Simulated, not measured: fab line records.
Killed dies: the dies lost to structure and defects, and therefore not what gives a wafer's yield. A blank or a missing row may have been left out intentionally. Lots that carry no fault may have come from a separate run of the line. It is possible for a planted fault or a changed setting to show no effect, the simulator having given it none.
fab line records + flow sfq-line
record:
- lots: 15
- wafers: 44
- last-day: 77
route steps=325 shown I1@74
lots that met no fault: from a run of the same line without faults
start-h: hours from the record's opening day to when the first of the lot's shown wafers began + wait-h: how many hours have passed since the lot's step before this one + " the same as in the row above + L1.1+2: a row that stands for several wafers + - no value present, or no start provided + * or withheld: withheld + < > ~ a bound
route shown NAME@n: NAME is a module with steps in the file, n the number in the route of the first one + usual: mean/standard deviation of fault-free wafers + same: alike in all rows + chamber/n: place in a boat + sites: per-site readings + _std_site: how widely they spread, as a standard deviation + _edge_site: outer sites' mean less inner sites' + radius-mm: for every site, how far away it sits from the centre of the wafer + mask NAME#n: copy n + behind: the last tool/chamber to shape the wafer + hold: reason for holding the lot/hours on hold/outcome of the hold + device: transistor that didn't switch, given as n, p or np + end of line: at the end of the route, the tests of the same wafers + step lacking rows: just its recipe + killed: dies lost to structure and defects at the first sort, not the wafer's yield + map: dies across one wafer; x = killed, . = not, _ = none there
set.NAME: the setting the step ran with; set.NAME@STEP: the setting that earlier step ran with + model.NAME: the simulator's own value behind a step, which no gauge read
route steps across a sampled set of lots; one table per step, one row per wafer
services: from which hour (start-h, from the record's first day; less than 0 if before it) a tool's chamber was out of use, for how many hours, and why
== steps ==
step: SFQ_TRILAYER_I1_CMP_CMP_046
recipe:
- material: SiO2
- down-force-psi: 3
- platen-rpm: 60
- pad-velocity-m-s: 0.94248
usual:
- head-pressure-psi: 3.000/0.007
- motor-current-A: 9.7/0.59
- time-to-endpoint-s: 215/10
| lot.wafer | tool   | chamber | start-h | wait-h | head-pressure-psi | motor-current-A | time-to-endpoint-s |
|-----------|--------|---------|---------|--------|-------------------|-----------------|--------------------|
| L615.3    | cmp-02 | 0       | 297.82  | 7.4    | 3.002             | 9.4             | 211                |
| L615.2    | "      | 1       | "       | "      | 2.995             | 9.5             | 188                |
| L615.5    | "      | 0       | 299.98  | 9.5    | 2.995             | 10.2            | 211                |
| L616.4    | cmp-02 | 1       | 308.06  | 6.8    | 3.005             | 8.1             | 221                |
| L616.2    | "      | 2       | "       | "      | 2.998             | 10.1            | 220                |
| L616.6    | "      | 3       | "       | "      | 3.003             | 11.5            | 224                |
| L617.3    | cmp-01 | 2       | 309.13  | 5.5    | 2.997             | 9.8             | 220                |
| L617.1    | "      | 3       | "       | "      | 2.997             | 9.3             | 213                |
| L617.6    | "      | 1       | 310.63  | 7.0    | 2.994             | 9.7             | 214                |
| L618.2    | cmp-02 | 2       | 313.06  | 6.0    | 2.998             | 9.8             | 211                |
| L618.1    | "      | 3       | "       | "      | 2.995             | 11.0            | 201                |
| L618.6    | "      | 3       | 315.56  | 8.5    | 2.991             | 11.6            | 221                |
| L619.3    | cmp-01 | 2       | 315.13  | 4.3    | 3.015             | 9.8             | 235                |
| L619.1    | "      | 3       | "       | "      | 3.003             | 9.4             | 215                |
| L619.5    | "      | 2       | 317.13  | 6.3    | 2.992             | 9.3             | 239                |
| L620.3    | cmp-01 | 0       | 320.63  | 4.0    | 2.996             | 9.7             | 215                |
| L620.1    | "      | 1       | "       | "      | 3.001             | 9.6             | 203                |
| L620.2    | "      | 2       | "       | "      | 3.022             | 9.5             | 217                |
| L621.3    | cmp-01 | 3       | 330.63  | 3.2    | 3.017             | 9.1             | 200                |
| L621.2    | "      | 0       | "       | "      | 3.011             | 9.2             | 219                |
| L621.5    | "      | 2       | 332.13  | 4.7    | 2.993             | 9.7             | 228                |
| L622.2    | cmp-01 | 1       | 339.57  | 0.0    | 2.996             | 9.7             | 211                |
| L622.1    | "      | 0       | 341.07  | 1.5    | 2.993             | 9.6             | 220                |
| L622.6    | "      | 1       | "       | "      | 2.993             | 9.4             | 213                |
| L623.4    | cmp-02 | 3       | 352.08  | 1.8    | 2.995             | 11.8            | 224                |
| L623.3    | "      | 1       | 353.08  | 2.8    | 3.007             | 8.8             | 211                |
| L623.5    | "      | 3       | 354.08  | 3.8    | 2.993             | 11.2            | 227                |
| L624.3    | cmp-01 | 2       | 366.85  | 11.8   | 2.986             | 9.4             | 220                |
| L624.1    | "      | 0       | 367.85  | 12.8   | 3.001             | 9.4             | 221                |
| L624.6    | "      | 2       | 368.85  | 13.8   | 2.995             | 9.9             | 218                |
| L631.4    | cmp-01 | 3       | 413.87  | 4.8    | 2.999             | 9.1             | 231                |
| L631.6    | "      | 2       | 415.37  | 6.3    | 3.012             | 9.5             | 287                |
| L632.3    | cmp-01 | 1       | 417.37  | 1.6    | 3.013             | 9.9             | 205                |
| L632.5    | "      | 3       | 418.37  | 2.5    | 2.997             | 9.1             | 214                |
| L632.6    | "      | 0       | "       | "      | 2.999             | 9.6             | 282                |
| L633.2    | cmp-01 | 1       | 419.43  | 0.0    | 3.010             | 9.4             | 189                |
| L633.3    | "      | 2       | "       | "      | 3.003             | 9.6             | 214                |
| L633.1    | "      | 0       | 420.93  | 1.5    | 3.007             | 9.5             | 276                |
| L634.2    | cmp-02 | 0       | 429.21  | 2.4    | 2.997             | 10.1            | 226                |
| L634.1    | "      | 2       | 430.21  | 3.4    | 2.990             | 9.8             | 225                |
| L634.5    | "      | 0       | 431.21  | 4.4    | 2.996             | 9.6             | 222                |
| L638.2    | cmp-02 | 1       | 446.97  | 0.1    | 3.012             | 8.8             | 207                |
| L638.6    | "      | 1       | 448.97  | 2.0    | 3.013             | 9.0             | 221                |
| L638.5    | "      | 2       | "       | "      | 2.997             | 10.8            | 229                |
step: SFQ_I1_BOW_MEAS_912
recipe:
- mode: bow
usual:
- I1_BOW: 0/7.5
| lot.wafer | tool          | chamber | start-h | wait-h | I1_BOW[um] |
|-----------|---------------|---------|---------|--------|------------|
| L615.2    | film-metro-04 | -       | 301.08  | 2.2    | -4         |
| L615.3    | "             | -       | "       | "      | 3          |
| L615.5    | "             | -       | "       | "      | -3         |
| L616.2    | film-metro-02 | -       | 310.08  | 1.0    | 6          |
| L616.4    | "             | -       | "       | "      | 3          |
| L616.6    | "             | -       | "       | "      | 9          |
| L617.1    | film-metro-03 | -       | 311.63  | 1.5    | 9          |
| L617.3    | "             | -       | "       | "      | 1          |
| L617.6    | "             | -       | "       | "      | 11         |
| L618.1    | film-metro-04 | -       | 316.06  | 2.0    | 1          |
| L618.2    | "             | -       | "       | "      | 3          |
| L618.6    | "             | -       | "       | "      | -6         |
| L619.1    | film-metro-02 | -       | 317.63  | 1.5    | 1          |
| L619.3    | "             | -       | "       | "      | 4          |
| L619.5    | "             | -       | "       | "      | 6          |
| L620.1    | film-metro-04 | -       | 323.63  | 2.0    | -8         |
| L620.2    | "             | -       | "       | "      | 1          |
| L620.3    | "             | -       | "       | "      | -13        |
| L621.2    | film-metro-04 | -       | 332.65  | 1.0    | -4         |
| L621.3    | "             | -       | "       | "      | 8          |
| L621.5    | "             | -       | "       | "      | 4          |
| L622.1    | film-metro-02 | -       | 342.57  | 1.0    | 2          |
| L622.2    | "             | -       | "       | "      | 0          |
| L622.6    | "             | -       | "       | "      | -4         |
| L623.3    | film-metro-02 | -       | 355.12  | 1.5    | 7          |
| L623.4    | "             | -       | "       | "      | 11         |
| L623.5    | "             | -       | "       | "      | 4          |
| L624.1    | film-metro-02 | -       | 369.35  | 1.0    | -4         |
| L624.3    | "             | -       | "       | "      | 5          |
| L624.6    | "             | -       | "       | "      | 8          |
| L631.4    | film-metro-02 | -       | 416.43  | 2.1    | 1          |
| L631.6    | "             | -       | "       | "      | -4         |
| L631.4    | film-metro-02 | -       | 417.75  | 1.3    | -          |
| L631.6    | "             | -       | "       | "      | -          |
| L632.3    | film-metro-04 | -       | 419.41  | 1.5    | -7         |
| L632.5    | "             | -       | "       | "      | -3         |
| L632.6    | "             | -       | "       | "      | -6         |
| L632.3    | film-metro-04 | -       | 420.73  | 1.3    | -          |
| L632.5    | "             | -       | "       | "      | -          |
| L632.6    | "             | -       | "       | "      | -          |
| L633.1    | film-metro-03 | -       | 422.43  | 1.0    | -15        |
| L633.2    | "             | -       | "       | "      | 2          |
| L633.3    | "             | -       | "       | "      | 4          |
| L633.1    | film-metro-03 | -       | 423.75  | 1.3    | -          |
| L633.2    | "             | -       | "       | "      | -          |
| L633.3    | "             | -       | "       | "      | -          |
| L634.1    | film-metro-03 | -       | 432.21  | 1.5    | -5         |
| L634.2    | "             | -       | "       | "      | 7          |
| L634.5    | "             | -       | "       | "      | 1          |
| L638.2    | film-metro-03 | -       | 449.99  | 2.5    | -5         |
| L638.5    | "             | -       | "       | "      | 8          |
| L638.6    | "             | -       | "       | "      | -3         |
step: SFQ_TRILAYER_I1_METRO_MEASURE_047
usual:
- thk-nm: 200.2/1.3
| lot.wafer | tool          | chamber | start-h | wait-h | thk-nm |
|-----------|---------------|---------|---------|--------|--------|
| L615.2    | film-metro-04 | -       | 301.38  | 0.3    | 199.6  |
| L615.3    | "             | -       | "       | "      | 201.2  |
| L615.5    | "             | -       | "       | "      | 200.5  |
| L616.2    | film-metro-02 | -       | 310.38  | 0.3    | 200.6  |
| L616.4    | "             | -       | "       | "      | 198.4  |
| L616.6    | "             | -       | "       | "      | 200.0  |
| L617.1    | film-metro-03 | -       | 311.75  | 0.1    | 199.3  |
| L617.3    | "             | -       | "       | "      | 201.9  |
| L617.6    | "             | -       | "       | "      | 200.9  |
| L618.1    | film-metro-04 | -       | 316.18  | 0.1    | 199.2  |
| L618.2    | "             | -       | "       | "      | 199.8  |
| L618.6    | "             | -       | "       | "      | 199.3  |
| L619.1    | film-metro-02 | -       | 317.75  | 0.1    | 199.8  |
| L619.3    | "             | -       | "       | "      | 202.1  |
| L619.5    | "             | -       | "       | "      | 201.5  |
| L620.1    | film-metro-04 | -       | 323.75  | 0.1    | 200.0  |
| L620.2    | "             | -       | "       | "      | 201.9  |
| L620.3    | "             | -       | "       | "      | 201.1  |
| L621.2    | film-metro-04 | -       | 332.95  | 0.3    | 199.8  |
| L621.3    | "             | -       | "       | "      | 198.2  |
| L621.5    | "             | -       | "       | "      | 203.0  |
| L622.1    | film-metro-02 | -       | 342.69  | 0.1    | 201.5  |
| L622.2    | "             | -       | "       | "      | 199.3  |
| L622.6    | "             | -       | "       | "      | 198.5  |
| L623.3    | film-metro-02 | -       | 355.60  | 0.5    | 200.8  |
| L623.4    | "             | -       | "       | "      | 200.5  |
| L623.5    | "             | -       | "       | "      | 200.4  |
| L624.1    | film-metro-02 | -       | 369.47  | 0.1    | 201.3  |
| L624.3    | "             | -       | "       | "      | 201.8  |
| L624.6    | "             | -       | "       | "      | 201.9  |
| L632.3    | film-metro-04 | -       | 422.23  | 1.5    | 199.0  |
| L632.5    | "             | -       | "       | "      | 198.9  |
| L632.6    | "             | -       | "       | "      | 306.3  |
| L632.3    | film-metro-04 | -       | 423.59  | 1.2    | 198.9  |
| L632.5    | "             | -       | "       | "      | 198.8  |
| L632.6    | "             | -       | "       | "      | 306.3  |
| L631.4    | film-metro-02 | -       | 424.31  | 6.5    | 200.2  |
| L631.6    | "             | -       | "       | "      | 309.9  |
| L631.4    | film-metro-02 | -       | 425.72  | 1.2    | 200.3  |
| L631.6    | "             | -       | "       | "      | 310.0  |
| L633.1    | film-metro-03 | -       | 428.27  | 4.5    | 305.0  |
| L633.2    | "             | -       | "       | "      | 199.6  |
| L633.3    | "             | -       | "       | "      | 199.9  |
| L633.1    | film-metro-03 | -       | 429.75  | 1.3    | 305.6  |
| L633.2    | "             | -       | "       | "      | 199.7  |
| L633.3    | "             | -       | "       | "      | 200.1  |
| L634.1    | film-metro-03 | -       | 432.33  | 0.1    | 202.3  |
| L634.2    | "             | -       | "       | "      | 202.4  |
| L634.5    | "             | -       | "       | "      | 201.1  |
| L638.2    | film-metro-03 | -       | 450.29  | 0.3    | 199.4  |
| L638.5    | "             | -       | "       | "      | 201.9  |
| L638.6    | "             | -       | "       | "      | 199.7  |
step: SFQ_TRILAYER_I1_VIA_ETCH_VIA_ETCH_052
recipe:
- target: SiO2
- stop-on: Nb
- mask-material: PR
- taper-deg: 20
- chemistry: CHF3
- target-depth-nm: 260
- source-w: 500
- bias-w: 80
- pressure-mtorr: 30
- time-s: withheld
usual:
- chamber-pressure-mTorr: 29.999/0.024
- drypump-motor-current-A: 5.9/0.37
- oes-product-au: 0.855/0.0052
| lot.wafer | tool        | chamber | start-h | wait-h | chamber-pressure-mTorr | drypump-motor-current-A | oes-product-au |
|-----------|-------------|---------|---------|--------|------------------------|-------------------------|----------------|
| L615.2    | rie-diel-01 | 3       | 399.80  | 0.0    | 30.005                 | 5.7                     | 0.858          |
| L615.3    | "           | 0       | "       | "      | 30.024                 | 4.8                     | 0.851          |
| L615.5    | "           | 3       | "       | "      | 29.966                 | 5.7                     | 0.855          |
| L616.2    | rie-diel-02 | 1       | 409.42  | 0.0    | 29.994                 | 6.2                     | 0.858          |
| L616.4    | "           | 2       | "       | "      | 30.035                 | 6.1                     | 0.855          |
| L616.6    | "           | 2       | "       | "      | 29.999                 | 6.1                     | 0.852          |
| L617.1    | rie-diel-03 | 2       | 411.80  | 0.0    | 29.985                 | 5.9                     | 0.844          |
| L617.3    | "           | 0       | "       | "      | 29.996                 | 6.0                     | 0.862          |
| L617.6    | "           | 3       | "       | "      | 30.002                 | 5.2                     | 0.863          |
| L618.1    | rie-diel-01 | 0       | 415.40  | 0.0    | 29.976                 | 4.8                     | 0.852          |
| L618.2    | "           | 2       | "       | "      | 30.009                 | 6.1                     | 0.849          |
| L618.6    | "           | 2       | "       | "      | 30.020                 | 6.1                     | 0.847          |
| L619.1    | rie-diel-03 | 3       | 417.80  | 0.0    | 29.992                 | 5.2                     | 0.859          |
| L619.3    | "           | 2       | "       | "      | 29.981                 | 5.9                     | 0.863          |
| L619.5    | "           | 1       | "       | "      | 30.001                 | 6.1                     | 0.856          |
| L620.1    | rie-diel-03 | 2       | 428.60  | 0.0    | 30.029                 | 5.9                     | 0.847          |
| L620.2    | "           | 1       | "       | "      | 30.005                 | 6.1                     | 0.858          |
| L620.3    | "           | 0       | "       | "      | 29.985                 | 6.0                     | 0.858          |
| L621.2    | rie-diel-03 | 2       | 438.20  | 0.0    | 30.010                 | 5.9                     | 0.849          |
| L621.3    | "           | 1       | "       | "      | 30.036                 | 6.1                     | 0.853          |
| L621.5    | "           | 2       | "       | "      | 30.002                 | 5.9                     | 0.866          |
| L622.1    | rie-diel-02 | 1       | 449.00  | 0.0    | 29.977                 | 6.1                     | 0.849          |
| L622.2    | "           | 2       | "       | "      | 30.001                 | 6.1                     | 0.846          |
| L622.6    | "           | 2       | "       | "      | 29.968                 | 6.1                     | 0.862          |
| L623.3    | rie-diel-02 | 0       | 461.00  | 0.0    | 30.018                 | 6.0                     | 0.858          |
| L623.4    | "           | 0       | "       | "      | 29.992                 | 6.0                     | 0.859          |
| L623.5    | "           | 3       | "       | "      | 29.957                 | 5.8                     | 0.859          |
| L624.1    | rie-diel-03 | 0       | 477.68  | 0.0    | 30.027                 | 6.0                     | 0.854          |
| L624.3    | "           | 3       | "       | "      | 30.004                 | 5.2                     | 0.856          |
| L624.6    | "           | 2       | "       | "      | 29.998                 | 5.9                     | 0.856          |
| L631.4    | rie-diel-03 | 2       | 539.38  | 0.0    | 30.030                 | 5.9                     | 0.864          |
| L631.6    | "           | 2       | "       | "      | 29.962                 | 5.9                     | 1.003          |
| L632.3    | rie-diel-02 | 3       | 541.78  | 0.0    | 30.002                 | 5.8                     | 0.848          |
| L632.5    | "           | 3       | "       | "      | 29.988                 | 5.8                     | 0.854          |
| L632.6    | "           | 0       | "       | "      | 29.982                 | 6.0                     | 0.992          |
| L633.1    | rie-diel-03 | 2       | 547.78  | 0.0    | 29.951                 | 5.9                     | 1.001          |
| L633.2    | "           | 1       | "       | "      | 29.977                 | 6.1                     | 0.850          |
| L633.3    | "           | 0       | "       | "      | 30.016                 | 6.0                     | 0.859          |
| L634.1    | rie-diel-01 | 1       | 558.58  | 0.0    | 30.015                 | 5.9                     | 0.860          |
| L634.2    | "           | 2       | "       | "      | 29.962                 | 6.1                     | 0.865          |
| L634.5    | "           | 1       | "       | "      | 30.039                 | 5.9                     | 0.860          |
| L638.2    | rie-diel-01 | 3       | 575.38  | 0.0    | 29.987                 | 5.7                     | 0.860          |
| L638.5    | "           | 0       | "       | "      | 30.012                 | 4.8                     | 0.853          |
| L638.6    | "           | 1       | "       | "      | 29.938                 | 5.9                     | 0.851          |
== services ==
| tool          | chamber | start-h | hours | kind   |
|---------------|---------|---------|-------|--------|
| film-metro-03 | -       | 273.95  | 1.0   | pm     |
| cmp-02        | -       | 278.34  | 10.5  | pm     |
| film-metro-03 | -       | 307.91  | 0.6   | pm     |
| film-metro-04 | -       | 313.89  | 1.2   | pm     |
| film-metro-02 | -       | 321.95  | 1.0   | pm     |
| rie-diel-03   | 3       | 358.23  | 7.3   | repair |
| rie-diel-03   | -       | 369.55  | 28.1  | pm     |
| film-metro-04 | -       | 377.81  | 3.3   | pm     |
| cmp-01        | -       | 397.16  | 3.2   | repair |
| film-metro-02 | -       | 399.12  | 5.9   | pm     |
| film-metro-04 | -       | 401.36  | 0.6   | pm     |
| cmp-01        | -       | 409.37  | 4.0   | pm     |
| rie-diel-03   | -       | 418.07  | 2.6   | repair |
| rie-diel-03   | 3       | 420.00  | 34.7  | repair |
| film-metro-02 | -       | 431.51  | 0.8   | pm     |
| cmp-02        | -       | 435.21  | 5.2   | pm     |
| cmp-02        | -       | 459.18  | 2.0   | repair |
| cmp-01        | -       | 504.96  | 0.8   | repair |
| film-metro-04 | -       | 506.24  | 0.4   | pm     |
| film-metro-02 | -       | 512.75  | 2.2   | repair |
| film-metro-04 | -       | 513.65  | 6.9   | pm     |
| film-metro-04 | -       | 558.89  | 1.7   | pm     |
| film-metro-02 | -       | 566.96  | 0.6   | pm     |
| cmp-02        | -       | 572.65  | 4.0   | pm     |
== key ==
first-sign:
- step: SFQ_TRILAYER_I1_CMP_CMP_046
- reading: time-to-endpoint-s
- direction: up
- sigmas: 6.6
- usual: *
- struck: *
effect:
- step: SFQ_I1_BOW_MEAS_912
- reading: visit
- direction: added
effect:
- step: SFQ_TRILAYER_I1_METRO_MEASURE_047
- reading: visit
- direction: added
effect:
- step: SFQ_TRILAYER_I1_METRO_MEASURE_047
- reading: thk-nm
- direction: up
- sigmas: 85
- usual: 200.2
- struck: 307.1
effect:
- step: SFQ_TRILAYER_I1_VIA_ETCH_VIA_ETCH_052
- reading: oes-product-au
- direction: up
- sigmas: 28
- usual: 0.855
- struck: 0.999
met-at SFQ_TRILAYER_I1_CMP_CMP_046
struck-lots L631,L632,L633
struck-wafers L631.6,L632.6,L633.1
onset-between 366.85 413.87
fault:
- kind: process-parameter-drift
- tool: cmp-01
- chamber: -
- onset-h: 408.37
- steps: SFQ_TRILAYER_I1_CMP_CMP_046
- channel: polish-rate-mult
- offset: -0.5
- shape: step
- end-h: 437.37
- scope: struck-wafers-only
